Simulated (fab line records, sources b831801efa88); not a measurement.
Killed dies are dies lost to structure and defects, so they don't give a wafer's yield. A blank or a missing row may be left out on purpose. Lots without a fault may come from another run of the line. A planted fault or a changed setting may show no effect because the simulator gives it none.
fab line records | flow gf180mcu
record lots=13 wafers=38 last_day=34
route steps=602 shown NSD@241 SAB@274 MIM@523 PASSIVATION@601
lots that met no fault: from a run of the same line without faults
start_h: hours from the record's first day to the start of the lot's first wafer shown | wait_h: hours since the lot's step before | " the same as in the row above | L1.1+2: a row that stands for several wafers | - no value, or no start given | * or withheld: withheld | < > ~ a bound
route shown NAME@n: a module of which the file shows steps, and the number in the route of the first | usual: mean/standard deviation of fault-free wafers | same: alike in all rows | chamber/n: place in a boat | sites: the reading at each site | _std_site: their standard deviation | _edge_site: outer sites' mean less inner sites' | radius_mm: how far each site lies from the wafer's centre | mask NAME#n: copy n | behind: the tool/chamber that last shaped the wafer | hold: why the lot was held/for how many hours/how that ended | device: the transistor (n, p or np) that didn't switch | end of line: the same wafers' tests at the end of the route | a step without rows: its recipe alone | killed: dies lost to structure and defects at the first sort, not the wafer's yield | map: a wafer's dies, x killed, . not, _ none there
set.NAME: the setting as run; set.NAME@STEP: as run at that earlier step | model.NAME: the simulator's own value behind a step, which no gauge read
steps of the route over a sample of lots; a table a step, a row a wafer
services: from which hour (start_h, from the record's first day; less than 0 if before it) a tool's chamber was out of use, for how many hours, and why
## steps
# step GF_NSD_DEVELOP_06
# recipe develop_time_s=60 dev_temp_c=23
# usual exhaust_pa=44.9/0.95 resist_line_temp_C=22.99/0.096
# columns lot.wafer tool chamber start_h wait_h exhaust_pa resist_line_temp_C
L366.1 litho_track-03 0 296.16 0.1 46.6 22.98
L366.4 " 0 " " 45.6 22.92
L366.6 " 0 " " 45.8 22.94
L367.3 litho_track-03 0 305.26 0.1 43.5 23.02
L367.5 " 0 " " 44.2 23.13
L367.6 " 0 " " 44.9 22.95
L369.1 litho_track-02 0 316.26 0.1 45.3 23.20
L369.2 " 0 " " 43.9 22.97
L369.3 " 0 " " 44.7 22.97
L370.1 litho_track-03 0 329.81 0.1 44.7 23.09
L370.3 " 0 " " 44.0 22.97
L370.5 " 0 " " 45.4 22.92
L372.3 litho_track-01 0 341.91 0.1 46.9 22.93
L372.4 " 0 " " 45.2 23.10
L372.6 " 0 " " 45.9 22.92
L374.1 litho_track-03 0 368.21 0.1 44.0 22.84
L374.2 " 0 " " 45.5 22.85
L374.4 " 0 " " 44.3 22.88
L376.2 litho_track-03 0 378.94 0.1 46.9 23.00
L376.5 " 0 " " 46.3 23.03
L378.1 litho_track-03 0 399.36 0.1 44.0 23.04
L378.2 " 0 " " 44.4 22.86
L378.3 " 0 " " 44.7 22.86
L384.1 litho_track-02 0 443.46 0.1 44.8 22.83
L384.5 " 0 " " 43.6 22.91
L384.6 " 0 " " 43.9 22.83
L386.1 litho_track-01 0 464.71 0.1 44.0 22.99
L386.2 " 0 " " 42.6 23.08
L386.3 " 0 " " 43.5 22.90
L387.1 litho_track-01 0 470.11 0.1 44.5 23.00
L387.4 " 0 " " 45.1 23.05
L387.6 " 0 " " 43.4 22.82
L388.1 litho_track-02 0 475.91 0.1 46.0 23.04
L388.3 " 0 " " 46.2 22.88
L388.5 " 0 " " 46.0 23.04
L389.3 litho_track-01 0 485.06 0.1 43.5 22.85
L389.4 " 0 " " 42.7 22.90
L389.6 " 0 " " 45.0 22.99
# step GF_NSD_CD_MEAS_07
# recipe target_cd_nm=400
# usual cd_nm=400.6/2.1
# columns lot.wafer tool chamber start_h wait_h cd_nm
L366.1 cd_sem-02 - 296.31 0.1 403.0
L366.4 " - " " 403.0
L366.6 " - " " 400.6
L367.3 cd_sem-01 - 305.40 0.1 400.6
L367.5 " - " " 400.2
L367.6 " - " " 398.2
L369.1 cd_sem-02 - 316.41 0.1 403.5
L369.2 " - " " 403.7
L369.3 " - " " 401.9
L370.1 cd_sem-02 - 329.96 0.1 398.9
L370.3 " - " " 401.7
L370.5 " - " " 401.9
L372.3 cd_sem-02 - 342.05 0.1 397.1
L372.4 " - " " 398.0
L372.6 " - " " 398.0
L374.1 cd_sem-01 - 368.36 0.1 315.7
L374.2 " - " " 398.8
L374.4 " - " " 401.5
L376.2 cd_sem-02 - 379.08 0.1 397.0
L376.5 " - " " 312.9
L378.1 cd_sem-02 - 399.51 0.1 315.8
L378.2 " - " " 400.5
L378.3 " - " " 402.8
L384.1 cd_sem-02 - 443.61 0.1 400.4
L384.5 " - " " 401.2
L384.6 " - " " 400.0
L386.1 cd_sem-01 - 464.86 0.1 399.2
L386.2 " - " " 400.0
L386.3 " - " " 399.7
L387.1 cd_sem-01 - 470.26 0.1 398.6
L387.4 " - " " 400.0
L387.6 " - " " 400.8
L388.1 cd_sem-01 - 476.06 0.1 402.4
L388.3 " - " " 404.7
L388.5 " - " " 403.0
L389.3 cd_sem-01 - 485.20 0.1 397.8
L389.4 " - " " 395.6
L389.6 " - " " 398.5
# step GF_SAB_OVL_MEAS_10
# usual SAB_OVL=-1.1/1.4
# columns lot.wafer tool chamber start_h wait_h SAB_OVL[nm]
L366.1 overlay-02 - 338.38 0.1 -2.2
L366.4 " - " " -2.0
L366.6 " - " " -3.7
L367.3 overlay-02 - 347.84 0.1 1.0
L367.5 " - " " 0.7
L367.6 " - " " 2.7
L369.1 overlay-02 - 364.78 0.1 0.0
L369.2 " - " " 0.3
L369.3 " - " " 1.3
L370.1 overlay-02 - 374.83 0.1 -0.1
L370.3 " - " " 0.9
L370.5 " - " " -1.8
L372.3 overlay-01 - 387.26 0.1 1.0
L372.4 " - " " -0.5
L372.6 " - " " 0.3
L374.1 overlay-02 - 416.18 0.1 -0.8
L374.2 " - " " -3.1
L374.4 " - " " -2.8
L376.2 overlay-01 - 426.33 0.1 -1.0
L376.5 " - " " -0.4
L378.1 overlay-02 - 448.63 0.1 -0.7
L378.2 " - " " -1.8
L378.3 " - " " -0.1
L384.1 overlay-01 - 492.83 0.1 -1.9
L384.5 " - " " -3.5
L384.6 " - " " -3.9
L386.1 overlay-01 - 513.13 0.1 -0.9
L386.2 " - " " -1.7
L386.3 " - " " -0.1
L387.1 overlay-02 - 518.83 0.1 -1.0
L387.4 " - " " -1.6
L387.6 " - " " -1.9
L388.1 overlay-02 - 524.78 0.1 1.2
L388.3 " - " " -0.1
L388.5 " - " " -0.2
L389.3 overlay-02 - 533.49 0.1 -1.3
L389.4 " - " " -2.3
L389.6 " - " " -1.8
# step GF_MIM_STRIP_20
# recipe chemistry=O2/N2 power_w=1400 pressure_mtorr=1500 platen_temp_c=250 o2_flow_sccm=3000 n2_flow_sccm=300 overash_fraction=0.5
# usual drypump_motor_current_A=5.8/0.32 heater_power_w=350/29 n2_flow_sccm=300.0/1 oes_product_au=0.692/0.0047 strip_time_to_endpoint_s=11.22/0.038
# columns lot.wafer tool chamber start_h wait_h drypump_motor_current_A heater_power_w n2_flow_sccm oes_product_au rf_hours_counter_h strip_time_to_endpoint_s
L366.1 plasma_asher-01 1 584.53 0.0 5.7 361 298.3 0.687 99 11.18
L366.4 " 0 " " 6.0 311 299.5 0.694 - 11.23
L366.6 " 1 " " 5.7 368 299.7 0.690 - 11.20
L367.3 plasma_asher-01 0 595.43 0.1 5.9 315 299.7 0.689 - 11.19
L367.5 " 0 " " 5.9 309 300.1 0.689 - 11.24
L367.6 " 1 " " 5.7 368 300.1 0.697 - 11.19
L369.1 plasma_asher-04 0 610.78 0.0 6.0 392 301.5 0.693 19 11.23
L369.2 " 1 " " 5.2 367 300.7 0.693 19 11.25
L369.3 " 0 " " 6.0 397 301.1 0.691 - 11.25
L370.1 plasma_asher-01 0 621.18 0.0 6.0 304 300.1 0.699 103 11.21
L370.3 " 0 " " 6.0 312 300.5 0.690 - 11.26
L370.5 " 0 " " 6.0 308 300.0 0.691 - 11.22
L372.3 plasma_asher-02 1 631.76 0.1 5.7 353 298.5 0.693 - 11.31
L372.4 " 0 " " 6.3 316 301.3 0.696 - 11.33
L372.6 " 0 " " 6.3 317 300.3 0.695 - 11.27
L374.1 plasma_asher-01 1 655.58 0.0 5.6 368 300.9 0.693 107 11.25
L374.2 " 0 " " 6.0 305 300.7 0.685 107 11.21
L374.4 " 0 " " 6.0 311 300.7 0.696 - 11.27
L376.2 plasma_asher-04 1 664.23 0.0 5.2 362 298.7 0.690 25 11.23
L376.5 " 1 " " 5.2 362 299.3 0.688 - 11.21
L378.1 plasma_asher-01 0 682.63 0.0 5.9 306 299.0 0.690 110 11.17
L378.2 " 1 " " 5.7 364 299.4 0.701 110 11.19
L378.3 " 0 " " 5.9 302 298.9 0.686 - 11.21
L384.1 plasma_asher-02 0 716.63 0.0 6.3 315 299.3 0.684 60 11.16
L384.5 " 1 " " 5.7 357 301.0 0.688 - 11.18
L384.6 " 0 " " 6.3 321 299.8 0.697 - 11.16
L386.1 plasma_asher-01 1 731.23 0.0 5.6 354 300.2 0.684 115 11.22
L386.2 " 0 " " 5.9 314 299.5 0.689 115 11.22
L386.3 " 1 " " 5.7 372 299.1 0.685 - 11.27
L387.1 plasma_asher-02 1 736.33 0.0 5.7 348 298.9 0.693 62 11.23
L387.4 " 0 " " 6.4 319 300.6 0.685 - 11.23
L387.6 " 1 " " 5.7 342 299.4 0.692 - 11.20
L388.1 plasma_asher-02 0 740.68 0.0 6.4 313 299.6 0.696 63 11.20
L388.3 " 0 " " 6.4 312 300.1 0.690 - 11.19
L388.5 " 0 " " 6.4 317 299.6 0.695 - 11.23
L389.3 plasma_asher-01 1 747.26 0.1 5.7 379 298.5 0.689 - 11.23
L389.4 " 0 " " 6.0 326 297.2 0.687 - 11.13
L389.6 " 0 " " 5.9 323 299.2 0.695 - 11.13
# step GF_PASSIVATION_BOW_MEAS_14
# recipe mode=bow
# usual PASSIVATION_BOW=134/11
# columns lot.wafer tool chamber start_h wait_h PASSIVATION_BOW[um]
L366.1 film_metro-02 - 670.88 0.0 131
L366.4 " - " " 137
L366.6 " - " " 133
L367.3 film_metro-02 - 682.48 0.0 147
L367.5 " - " " 156
L367.6 " - " " 144
L369.1 film_metro-01 - 695.38 0.0 126
L369.2 " - " " 133
L369.3 " - " " 131
L370.1 film_metro-02 - 706.03 0.0 121
L370.3 " - " " 135
L370.5 " - " " 131
L372.3 film_metro-04 - 714.62 0.0 139
L372.4 " - " " 141
L372.6 " - " " 159
L374.1 film_metro-04 - 735.63 0.0 136
L374.2 " - " " 157
L374.4 " - " " 140
L376.2 film_metro-01 - 743.80 0.0 127
L376.5 " - " " 136
L378.1 film_metro-01 - 759.63 0.0 120
L378.2 " - " " 114
L378.3 " - " " 118
L384.1 film_metro-04 - 788.98 0.0 128
L384.5 " - " " 128
L384.6 " - " " 122
L386.1 film_metro-01 - 802.03 0.0 135
L386.2 " - " " 125
L386.3 " - " " 137
L387.1 film_metro-02 - 805.48 0.0 155
L387.4 " - " " 159
L387.6 " - " " 160
L388.1 film_metro-04 - 810.63 0.0 125
L388.3 " - " " 142
L388.5 " - " " 128
L389.3 film_metro-02 - 815.81 0.0 131
L389.4 " - " " 128
L389.6 " - " " 135
## services
# columns tool chamber start_h hours kind
plasma_asher-01 - 292.42 4.5 repair
plasma_asher-04 - 408.50 4.5 repair
plasma_asher-02 - 409.71 8.7 repair
plasma_asher-04 - 421.25 9.0 pm
plasma_asher-04 0 421.25 9.0 vent_cycle
plasma_asher-04 1 421.25 9.0 vent_cycle
plasma_asher-04 0 430.25 - clean
plasma_asher-04 1 430.25 - clean
plasma_asher-02 - 463.96 2.3 repair
litho_track-01 - 470.21 - consumable_replace:filter
plasma_asher-02 - 521.08 2.7 repair
plasma_asher-04 - 564.69 3.8 repair
plasma_asher-04 - 678.03 2.8 pm
plasma_asher-01 - 733.75 9.0 pm
plasma_asher-01 0 733.75 9.0 vent_cycle
plasma_asher-01 1 733.75 9.0 vent_cycle
plasma_asher-01 0 742.75 - clean
plasma_asher-01 1 742.75 - clean
## key
first_sign step=GF_NSD_CD_MEAS_07 reading=cd_nm direction=down sigmas=42 usual=400.6 struck=314.8
effect none on later readings
met_at GF_NSD_DEVELOP_06
struck_lots L374,L376,L378
struck_wafers L374.1,L376.5,L378.1
tester_left_out L374,L376,L378
not_acting_at GF_SAB_OVL_MEAS_10,GF_MIM_STRIP_20,GF_PASSIVATION_BOW_MEAS_14
onset_between 329.81 368.21
fault kind=process_parameter_drift tool=litho_track-03 chamber=- onset_h=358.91 steps=GF_NSD_DEVELOP_06 channel=develop_time_s offset=* shape=step end_h=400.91 scope=struck_wafers_only acts_in=* stated=*
# tester_left_out: of these lots the tester's yield and bins aren't shown, on N5 and GAA mostly nor the transistor test; their killed dies are dies lost to structure and defects alone, not to doping, threshold or leakage, so they don't give the yield
